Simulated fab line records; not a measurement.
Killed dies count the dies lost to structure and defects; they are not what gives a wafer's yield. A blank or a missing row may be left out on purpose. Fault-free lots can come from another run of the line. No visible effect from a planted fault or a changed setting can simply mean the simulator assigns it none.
A struck lot beside a sound one ; flow sfqLine ; 14 steps out of a route of 325
Sound: the wafers L952.2, L952.5, L952.6. Wafers L945.1, L945.3, L945.5 were the ones struck. The cause comes at the end.
Each step with rows lists, per side, the tool, then ch with its chambers, then its first start. Under that, the readings that differ: sound wafers ; struck wafers ; difference of the means ; sigmas: that difference in standard deviations of wafers without a fault.
alike: readings whose means differ by less than 2 such deviations, and words and numbers that are the same on both sides. not compared: withheld readings, readings that some wafer has no value for, bounds like >300 that may hide the same value, and numbers for which the record gives no deviation and whose values overlap.
Wherever a step has rows on one side only, a row that says differs or no value, or a row with sigmas, the two part there. Numbers that have no deviation but don't overlap get no sigmas and don't part them. A reading missing from all wafers of one side parts the sides only when that side holds two or more wafers.

first, 6 steps without rows for these wafers: SFQ_TRILAYER_M7_LITHO_COAT_182 (resist thk 62.54 nm); SFQ_TRILAYER_M7_LITHO_COAT_177 (resist thk 600 nm); SFQ_TRILAYER_M7_LITHO_SOFTBAKE_181; SFQ_TRILAYER_M7_LITHO_EXPOSE_178 (exposes mask M7, target cd 500 nm); SFQ_TRILAYER_M7_LITHO_PEB_180 (peb time 60 s); SFQ_TRILAYER_M7_LITHO_DEVELOP_179 (time 60 s).
SFQ_M7_OVL_MEAS_945:
  sound: overlay-02 at day 84 08:31; struck: overlay-01 at day 81 11:51
  alike: M7_OVL
SFQ_TRILAYER_M7_BARC_OPEN_METAL_ETCH_229: etches BARC in O2, target depth 125 nm, time 41.7 s.
  sound on rieMetal-01 ch 0, day 84 08:34; struck on rieMetal-03 ch 0,1, day 81 11:53
  alike: drypumpMotorCurrentA, oesProductAu
  not compared: rfHoursCounterH
SFQ_TRILAYER_M7_ETCH_METAL_ETCH_180: etches Nb in Cl2/Ar, stops on SiO2, target depth 240 nm, time 120 s.
  sound on rieMetal-01 ch 0, day 84 08:42; struck on rieMetal-03 ch 0,1, day 81 11:57
  alike: drypumpMotorCurrentA, oesProductAu
  not compared: rfHoursCounterH
SFQ_TRILAYER_M7_STRIP_STRIP_181: strips in O2.
  sound on rieMetal-01 ch 0, day 84 09:07; struck on rieMetal-03 ch 0,1, day 81 12:05
  alike: drypumpMotorCurrentA, oesProductAu
  not compared: rfHoursCounterH
then, 1 step without rows for these wafers: SFQ_TRILAYER_M7_STRIP_SOLV_CLEAN_182 (cleans in NMP, time 600 s).
SFQ_TRILAYER_I7_DEP_PECVD_183: deposits SiO2 from SiH4/N2O, time 111.11 s, target thk 500 nm.
  sound on pecvd-02 ch 0,1, day 84 10:28; struck on pecvd-02 ch 0,1,2, day 81 12:51
  alike: heaterPowerW, throttleValvePct
SFQ_TRILAYER_I7_CMP_CMP_184: polishes SiO2.
  sound on cmp-02 ch 0,2,3, day 84 12:47; struck on cmp-01 ch 1,2,3, day 81 13:56
reading;sound;struck;difference;sigmas
platenRpm (rpm);60.01 60.03 60.04;65.94 65.93 65.99;+5.93;+99 or more
timeToEndpointS (s);206 224 228;190 187 194;-29;-4
  alike: motorCurrentA
SFQ_I7_BOW_MEAS_946:
  sound: filmMetro-01 at day 84 14:19; struck: filmMetro-04 at day 81 15:56
  alike: I7_BOW

WHERE THEY PART
Only at SFQ_TRILAYER_I7_CMP_CMP_184, within this record. Later steps at which nothing parts them and some readings are alike: SFQ_I7_BOW_MEAS_946.

WHY: what the simulator had put in
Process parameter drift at SFQ_TRILAYER_I7_CMP_CMP_184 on cmp-01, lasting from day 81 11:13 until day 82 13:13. A move of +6 in setting platenRpm, from 60. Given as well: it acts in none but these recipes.
